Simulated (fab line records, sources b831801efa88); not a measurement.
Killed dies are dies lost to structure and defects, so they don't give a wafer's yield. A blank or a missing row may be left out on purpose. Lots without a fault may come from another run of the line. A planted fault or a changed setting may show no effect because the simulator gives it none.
Which tool did it? | flow sky130 | 6 lots, 18 wafers sampled, at 1 step of a route of 708

WHAT THE GAUGES READ, wafer by wafer
SKY_CAP2M_THK_MEAS_04: measures by xrf.
lot  | measured     | on            | CAP2M_TIN_THK (nm)
L831 | day 41 08:18 | film_metro-02 | 197.6 201.0 198.9
L839 | day 43 13:26 | film_metro-03 | 195.1 199.9 201.0
L841 | day 44 02:32 | film_metro-03 | 200.8 202.5 201.0
L843 | day 44 14:12 | film_metro-03 | 203.1 203.0 202.6
L845 | day 45 00:49 | film_metro-03 | 206.6 205.7 203.2
L851 | day 46 15:44 | film_metro-01 | 195.7 197.1 196.3

WHICH TOOL RAN EACH LOT (tool, then ch and the chambers of the sampled wafers, then the start)
The record holds no process step before these readings.

THE ANSWER, worked out from the rows above alone
Rule: what is usual is taken from the lots themselves. Put in order of their means at a reading, lots are off if they are a third of the lots or fewer, leave a main group of 4 or more, and stand apart from it by a gap of 3 or more times the standard deviation of the main group's means; of several such gaps the widest counts. A main group whose means are all the same, to the digits that the tables above print for the reading, isn't used. A lot without any number at a reading at which 4 lots or more have one is off too. The other lots that the step has rows for count as sound.
No lot is off at any reading shown: from this, nothing can be told.

WHAT THE SIMULATOR HAD PUT IN
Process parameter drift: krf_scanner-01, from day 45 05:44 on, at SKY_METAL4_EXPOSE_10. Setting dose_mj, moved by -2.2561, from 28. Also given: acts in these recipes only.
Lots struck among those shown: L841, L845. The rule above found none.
